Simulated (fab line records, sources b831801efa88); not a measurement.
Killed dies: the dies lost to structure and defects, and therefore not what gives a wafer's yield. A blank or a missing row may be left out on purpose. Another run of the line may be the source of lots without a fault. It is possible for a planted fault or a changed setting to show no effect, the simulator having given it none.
fab line records / flow sky130
record: lots: 7 wafers: 21 lastDay: 50
route steps=708 shown METAL1@455 VIA1@458
lots that met no fault: from a run of the same line without faults
startH: hours from the record's opening day to when the first of the lot's shown wafers began / waitH: hours from the lot's prior step to this one / " identical to the entry in the row above / L1.1+2: a row that stands for several wafers / - no value, or no start was given / * or withheld: withheld / < > ~ a bound
route shown NAME@n: NAME is a module with steps in the file, n the number in the route of the first one / usual: mean and standard deviation over wafers with no fault / same: alike in all rows / chamber/n: place in a boat / sites: per-site readings / _std_site: the standard deviation of these / _edge_site: inner sites' mean taken away from outer sites' mean / radiusMm: for every site, how far away it sits from the centre of the wafer / mask NAME#n: copy n / behind: the tool/chamber that last shaped the wafer / hold: the reason the lot was held/the length of the hold in hours/how it ended / device: whichever transistor did not switch (one of n, p or np) / end of line: at the end of the route, the tests of the same wafers / a step given without rows: its recipe and nothing more / killed: not the wafer's yield, but the dies lost to structure and defects at the first sort / map: a wafer's dies, marking killed ones x, the rest . and places with no die _
set.NAME: the setting that was run; set.NAME@STEP: the one run at that earlier step / model.NAME: the simulator's own value behind a step, which no gauge read
lots at selected steps of the route; one table per step, one row per wafer
services: the hour from which a tool's chamber was out of use, counted from the record's first day as startH (under 0 if before that day), plus the number of hours and why
== steps ==
step: SKY_METAL1_STRIP_21
recipe: chemistry: postEtchResidueRemover timeS: 1200 tempC: 72.5
step: SKY_METAL1_CLEAN_22
recipe: chemistry: IPA timeS: 180 tempC: 25
step: SKY_METAL1_CLEAN_23
recipe: chemistry: O3/DIW dry: n2Spin
step: SKY_VIA1_HDPCVD_00
recipe: material: SiO2 targetThkNm: 1030 sigmaOpenFrac: 0.3 timeS: 171.7 tempC: 400 sih4FlowSccm: 60 pressureMtorr: 6
step: SKY_VIA1_THK_MEAS_01
recipe: reads: SiO2_of_VIA1_HDPCVD_00
usual: VIA1_HDPCVD_THK: 1023/10
lot.wafer=L576.1 tool=filmMetro-01 chamber=- startH=816.53 waitH=0.1 VIA1_HDPCVD_THK[nm]=1018
lot.wafer=L576.3 tool=filmMetro-01 chamber=- startH=816.53 waitH=0.1 VIA1_HDPCVD_THK[nm]=1028
lot.wafer=L576.4 tool=filmMetro-01 chamber=- startH=816.53 waitH=0.1 VIA1_HDPCVD_THK[nm]=1028
lot.wafer=L584.1 tool=filmMetro-04 chamber=- startH=877.49 waitH=0.1 VIA1_HDPCVD_THK[nm]=1020
lot.wafer=L584.2 tool=filmMetro-04 chamber=- startH=877.49 waitH=0.1 VIA1_HDPCVD_THK[nm]=1022
lot.wafer=L584.3 tool=filmMetro-04 chamber=- startH=877.49 waitH=0.1 VIA1_HDPCVD_THK[nm]=1019
lot.wafer=L585.1 tool=filmMetro-04 chamber=- startH=889.74 waitH=0.1 VIA1_HDPCVD_THK[nm]=998
lot.wafer=L585.2 tool=filmMetro-04 chamber=- startH=889.74 waitH=0.1 VIA1_HDPCVD_THK[nm]=1030
lot.wafer=L585.4 tool=filmMetro-04 chamber=- startH=889.74 waitH=0.1 VIA1_HDPCVD_THK[nm]=1028
lot.wafer=L586.1 tool=filmMetro-04 chamber=- startH=894.50 waitH=0.1 VIA1_HDPCVD_THK[nm]=1026
lot.wafer=L586.4 tool=filmMetro-04 chamber=- startH=894.50 waitH=0.1 VIA1_HDPCVD_THK[nm]=1034
lot.wafer=L586.6 tool=filmMetro-04 chamber=- startH=894.50 waitH=0.1 VIA1_HDPCVD_THK[nm]=1030
lot.wafer=L587.1 tool=filmMetro-01 chamber=- startH=900.09 waitH=0.1 VIA1_HDPCVD_THK[nm]=1025
lot.wafer=L587.4 tool=filmMetro-01 chamber=- startH=900.09 waitH=0.1 VIA1_HDPCVD_THK[nm]=1028
lot.wafer=L587.6 tool=filmMetro-01 chamber=- startH=900.09 waitH=0.1 VIA1_HDPCVD_THK[nm]=1000
lot.wafer=L588.1 tool=filmMetro-04 chamber=- startH=906.78 waitH=0.1 VIA1_HDPCVD_THK[nm]=1028
lot.wafer=L588.5 tool=filmMetro-04 chamber=- startH=906.78 waitH=0.1 VIA1_HDPCVD_THK[nm]=1029
lot.wafer=L588.6 tool=filmMetro-04 chamber=- startH=906.78 waitH=0.1 VIA1_HDPCVD_THK[nm]=1028
lot.wafer=L592.3 tool=filmMetro-01 chamber=- startH=934.51 waitH=0.1 VIA1_HDPCVD_THK[nm]=1018
lot.wafer=L592.4 tool=filmMetro-01 chamber=- startH=934.51 waitH=0.1 VIA1_HDPCVD_THK[nm]=1013
lot.wafer=L592.6 tool=filmMetro-01 chamber=- startH=934.51 waitH=0.1 VIA1_HDPCVD_THK[nm]=1033
step: SKY_VIA1_CMP_02
recipe: material: SiO2 downForcePsi: 4 platenRpm: 60 padVelocityMS: 0.94248
usual: motorCurrentA: 11.7/1.4 retainingRingPressureFrac: 0.999/0.0049
lot.wafer=L576.1 tool=cmp-02 chamber=2 startH=816.59 waitH=0.1 motorCurrentA=14.3 retainingRingPressureFrac=1.004
lot.wafer=L576.4 tool=cmp-02 chamber=0 startH=816.59 waitH=0.1 motorCurrentA=12.0 retainingRingPressureFrac=1.005
lot.wafer=L576.3 tool=cmp-02 chamber=1 startH=816.59 waitH=0.1 motorCurrentA=10.2 retainingRingPressureFrac=0.998
lot.wafer=L584.2 tool=cmp-01 chamber=2 startH=877.60 waitH=0.1 motorCurrentA=11.7 retainingRingPressureFrac=1.000
lot.wafer=L584.3 tool=cmp-01 chamber=3 startH=877.60 waitH=0.1 motorCurrentA=10.2 retainingRingPressureFrac=1.006
lot.wafer=L584.1 tool=cmp-01 chamber=0 startH=877.60 waitH=0.1 motorCurrentA=10.4 retainingRingPressureFrac=0.993
lot.wafer=L585.2 tool=cmp-02 chamber=2 startH=889.80 waitH=0.0 motorCurrentA=13.7 retainingRingPressureFrac=0.990
lot.wafer=L585.1 tool=cmp-02 chamber=0 startH=889.80 waitH=0.0 motorCurrentA=13.0 retainingRingPressureFrac=1.004
lot.wafer=L585.4 tool=cmp-02 chamber=1 startH=889.80 waitH=0.0 motorCurrentA=10.0 retainingRingPressureFrac=0.998
lot.wafer=L586.1 tool=cmp-01 chamber=0 startH=894.56 waitH=0.1 motorCurrentA=10.1 retainingRingPressureFrac=0.997
lot.wafer=L586.4 tool=cmp-01 chamber=3 startH=894.56 waitH=0.1 motorCurrentA=10.2 retainingRingPressureFrac=0.993
lot.wafer=L586.6 tool=cmp-01 chamber=0 startH=894.56 waitH=0.1 motorCurrentA=9.7 retainingRingPressureFrac=1.006
lot.wafer=L587.4 tool=cmp-02 chamber=3 startH=900.20 waitH=0.1 motorCurrentA=11.2 retainingRingPressureFrac=1.004
lot.wafer=L587.1 tool=cmp-02 chamber=0 startH=900.20 waitH=0.1 motorCurrentA=12.5 retainingRingPressureFrac=1.002
lot.wafer=L587.6 tool=cmp-02 chamber=2 startH=900.20 waitH=0.1 motorCurrentA=14.3 retainingRingPressureFrac=0.999
lot.wafer=L588.1 tool=cmp-01 chamber=3 startH=906.84 waitH=0.1 motorCurrentA=10.7 retainingRingPressureFrac=0.993
lot.wafer=L588.5 tool=cmp-01 chamber=3 startH=906.84 waitH=0.1 motorCurrentA=9.9 retainingRingPressureFrac=1.003
lot.wafer=L588.6 tool=cmp-01 chamber=0 startH=906.84 waitH=0.1 motorCurrentA=10.1 retainingRingPressureFrac=1.001
lot.wafer=L592.3 tool=cmp-02 chamber=2 startH=934.55 waitH=0.0 motorCurrentA=13.9 retainingRingPressureFrac=1.005
lot.wafer=L592.4 tool=cmp-02 chamber=3 startH=934.55 waitH=0.0 motorCurrentA=12.1 retainingRingPressureFrac=1.002
lot.wafer=L592.6 tool=cmp-02 chamber=3 startH=934.55 waitH=0.0 motorCurrentA=11.6 retainingRingPressureFrac=1.005
step: SKY_VIA1_BOW_MEAS_03
recipe: mode: bow
usual: VIA1_BOW: 81/6.4
lot.wafer=L576.1 tool=filmMetro-01 chamber=- startH=816.89 waitH=0.2 VIA1_BOW[um]=69
lot.wafer=L576.3 tool=filmMetro-01 chamber=- startH=816.89 waitH=0.2 VIA1_BOW[um]=77
lot.wafer=L576.4 tool=filmMetro-01 chamber=- startH=816.89 waitH=0.2 VIA1_BOW[um]=83
lot.wafer=L584.1 tool=filmMetro-01 chamber=- startH=877.85 waitH=0.1 VIA1_BOW[um]=74
lot.wafer=L584.2 tool=filmMetro-01 chamber=- startH=877.85 waitH=0.1 VIA1_BOW[um]=83
lot.wafer=L584.3 tool=filmMetro-01 chamber=- startH=877.85 waitH=0.1 VIA1_BOW[um]=75
lot.wafer=L585.1 tool=filmMetro-02 chamber=- startH=890.10 waitH=0.1 VIA1_BOW[um]=90
lot.wafer=L585.2 tool=filmMetro-02 chamber=- startH=890.10 waitH=0.1 VIA1_BOW[um]=87
lot.wafer=L585.4 tool=filmMetro-02 chamber=- startH=890.10 waitH=0.1 VIA1_BOW[um]=85
lot.wafer=L586.1 tool=filmMetro-02 chamber=- startH=894.86 waitH=0.2 VIA1_BOW[um]=86
lot.wafer=L586.4 tool=filmMetro-02 chamber=- startH=894.86 waitH=0.2 VIA1_BOW[um]=90
lot.wafer=L586.6 tool=filmMetro-02 chamber=- startH=894.86 waitH=0.2 VIA1_BOW[um]=87
lot.wafer=L587.1 tool=filmMetro-02 chamber=- startH=900.45 waitH=0.1 VIA1_BOW[um]=85
lot.wafer=L587.4 tool=filmMetro-02 chamber=- startH=900.45 waitH=0.1 VIA1_BOW[um]=82
lot.wafer=L587.6 tool=filmMetro-02 chamber=- startH=900.45 waitH=0.1 VIA1_BOW[um]=72
lot.wafer=L588.1 tool=filmMetro-04 chamber=- startH=907.14 waitH=0.2 VIA1_BOW[um]=86
lot.wafer=L588.5 tool=filmMetro-04 chamber=- startH=907.14 waitH=0.2 VIA1_BOW[um]=83
lot.wafer=L588.6 tool=filmMetro-04 chamber=- startH=907.14 waitH=0.2 VIA1_BOW[um]=74
lot.wafer=L592.3 tool=filmMetro-02 chamber=- startH=934.89 waitH=0.3 VIA1_BOW[um]=78
lot.wafer=L592.4 tool=filmMetro-02 chamber=- startH=934.89 waitH=0.3 VIA1_BOW[um]=71
lot.wafer=L592.6 tool=filmMetro-02 chamber=- startH=934.89 waitH=0.3 VIA1_BOW[um]=79
step: SKY_VIA1_DEHYDRATE_04
recipe: tempC: 200 timeS: 60
step: SKY_VIA1_HMDS_05
recipe: primeTimeS: 60 primeTempC: 120
step: SKY_VIA1_COAT_06
recipe: resist: BARC tempC: withheld timeS: withheld spinRpm: 3000 resistThkNm: 60
step: SKY_VIA1_COAT_07
recipe: resist: KrF-thick spinRpm: 3000 resistThkNm: 450
step: SKY_VIA1_SOFTBAKE_08
recipe: tempC: 100 timeS: 90 resist: KrF-thick
step: SKY_VIA1_EXPOSE_09
recipe: maskId: VIM na: 0.8 sourceShape: annular sigmaInner: 0.55 sigmaOuter: 0.85 targetCdNm: 150 doseMj: 38
usual: exposureDoseMJCm2: 37.96/0.051 focusOffsetNm: 0.0/0.52
lot.wafer=L576.1 tool=krfScanner-01 chamber=0 startH=830.95 waitH=- mask=VIM#0 exposureDoseMJCm2=37.93 focusOffsetNm=-0.1
lot.wafer=L576.3 tool=krfScanner-01 chamber=0 startH=830.95 waitH=- mask=VIM#0 exposureDoseMJCm2=37.89 focusOffsetNm=0.2
lot.wafer=L576.4 tool=krfScanner-01 chamber=0 startH=830.95 waitH=- mask=VIM#0 exposureDoseMJCm2=37.94 focusOffsetNm=0.1
lot.wafer=L584.1 tool=krfScanner-02 chamber=0 startH=891.02 waitH=- mask=VIM#0 exposureDoseMJCm2=38.01 focusOffsetNm=1.1
lot.wafer=L584.2 tool=krfScanner-02 chamber=0 startH=891.02 waitH=- mask=VIM#0 exposureDoseMJCm2=38.04 focusOffsetNm=0.7
lot.wafer=L584.3 tool=krfScanner-02 chamber=0 startH=891.02 waitH=- mask=VIM#0 exposureDoseMJCm2=37.99 focusOffsetNm=0.2
lot.wafer=L585.1 tool=krfScanner-01 chamber=- startH=903.12 waitH=- mask=VIM#0 exposureDoseMJCm2=- focusOffsetNm=-
lot.wafer=L585.2 tool=krfScanner-01 chamber=- startH=903.12 waitH=- mask=VIM#0 exposureDoseMJCm2=- focusOffsetNm=-
lot.wafer=L585.4 tool=krfScanner-01 chamber=- startH=903.12 waitH=- mask=VIM#0 exposureDoseMJCm2=- focusOffsetNm=-
lot.wafer=L586.1 tool=krfScanner-01 chamber=- startH=907.73 waitH=- mask=VIM#0 exposureDoseMJCm2=- focusOffsetNm=-
lot.wafer=L586.4 tool=krfScanner-01 chamber=- startH=907.73 waitH=- mask=VIM#0 exposureDoseMJCm2=- focusOffsetNm=-
lot.wafer=L586.6 tool=krfScanner-01 chamber=- startH=907.73 waitH=- mask=VIM#0 exposureDoseMJCm2=- focusOffsetNm=-
lot.wafer=L587.1 tool=krfScanner-01 chamber=- startH=913.48 waitH=- mask=VIM#0 exposureDoseMJCm2=- focusOffsetNm=-
lot.wafer=L587.4 tool=krfScanner-01 chamber=- startH=913.48 waitH=- mask=VIM#0 exposureDoseMJCm2=- focusOffsetNm=-
lot.wafer=L587.6 tool=krfScanner-01 chamber=- startH=913.48 waitH=- mask=VIM#0 exposureDoseMJCm2=- focusOffsetNm=-
lot.wafer=L588.1 tool=krfScanner-01 chamber=0 startH=920.02 waitH=- mask=VIM#0 exposureDoseMJCm2=37.95 focusOffsetNm=0.5
lot.wafer=L588.5 tool=krfScanner-01 chamber=0 startH=920.02 waitH=- mask=VIM#0 exposureDoseMJCm2=37.94 focusOffsetNm=0.1
lot.wafer=L588.6 tool=krfScanner-01 chamber=0 startH=920.02 waitH=- mask=VIM#0 exposureDoseMJCm2=37.89 focusOffsetNm=-0.4
lot.wafer=L592.3 tool=krfScanner-02 chamber=0 startH=947.76 waitH=- mask=VIM#0 exposureDoseMJCm2=37.93 focusOffsetNm=-0.7
lot.wafer=L592.4 tool=krfScanner-02 chamber=0 startH=947.76 waitH=- mask=VIM#0 exposureDoseMJCm2=37.97 focusOffsetNm=-0.4
lot.wafer=L592.6 tool=krfScanner-02 chamber=0 startH=947.76 waitH=- mask=VIM#0 exposureDoseMJCm2=37.99 focusOffsetNm=-0.8
step: SKY_VIA1_PEB_10
recipe: pebTempC: withheld pebTimeS: withheld resist: KrF-thick
== services ==
tool=krfScanner-02 chamber=- startH=799.29 hours=0.8 kind=repair
tool=cmp-02 chamber=- startH=801.89 hours=5.1 kind=repair
tool=krfScanner-01 chamber=- startH=808.86 hours=0.4 kind=repair
tool=krfScanner-01 chamber=- startH=816.71 hours=3.2 kind=repair
tool=cmp-01 chamber=- startH=820.14 hours=0.9 kind=repair
tool=cmp-01 chamber=- startH=820.98 hours=0.3 kind=repair
tool=krfScanner-01 chamber=- startH=832.60 hours=0.1 kind=repair
tool=cmp-01 chamber=- startH=839.81 hours=2.3 kind=repair
tool=cmp-02 chamber=- startH=842.43 hours=0.9 kind=repair
tool=cmp-01 chamber=- startH=856.67 hours=0.2 kind=repair
tool=cmp-01 chamber=- startH=858.48 hours=1.2 kind=repair
tool=cmp-02 chamber=- startH=865.20 hours=0.8 kind=repair
tool=krfScanner-02 chamber=- startH=865.61 hours=1.0 kind=pm
tool=krfScanner-01 chamber=0 startH=868.08 hours=- kind=calibration
tool=krfScanner-02 chamber=- startH=895.91 hours=1.3 kind=pm
tool=krfScanner-02 chamber=- startH=901.89 hours=19.8 kind=repair
tool=cmp-01 chamber=- startH=902.00 hours=2.3 kind=repair
tool=cmp-02 chamber=- startH=909.80 hours=6.0 kind=pm
tool=cmp-02 chamber=- startH=915.81 hours=4.0 kind=pm
tool=cmp-02 chamber=- startH=919.81 hours=- kind=consumableReplace:conditioner
tool=krfScanner-02 chamber=- startH=925.28 hours=0.8 kind=pm
tool=krfScanner-01 chamber=- startH=934.13 hours=1.3 kind=pm
tool=krfScanner-01 chamber=- startH=935.43 hours=0.8 kind=pm
tool=krfScanner-01 chamber=- startH=941.93 hours=1.0 kind=pm
== key ==
firstSign: step: SKY_VIA1_EXPOSE_09 reading: toolRecord direction: missing
effect none on later readings
metAt SKY_VIA1_EXPOSE_09
struckWafers L585.1,L585.2,L585.4,L586.1,L586.4,L586.6,L587.1,L587.4,L587.6
laterRowsLeftOut L585.1,L585.2,L585.4,L586.1,L586.4,L586.6,L587.1,L587.4,L587.6
sortLeftOut L585.1,L585.2,L585.4,L586.1,L586.4,L586.6,L587.1,L587.4,L587.6
onsetBetween 830.95 903.12
fault: kind: skippedStepWhole tool: krfScanner-01 chamber: - onsetH: 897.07 steps: SKY_VIA1_EXPOSE_09 scope: struckLotsOnly
sortLeftOut: the simulated sort isn't trusted on such a fault, so these wafers' sort isn't shown, and their yield isn't known
laterRowsLeftOut: the simulator's readings of these wafers behind a module that went badly wrong aren't trusted and aren't shown, but for the sort
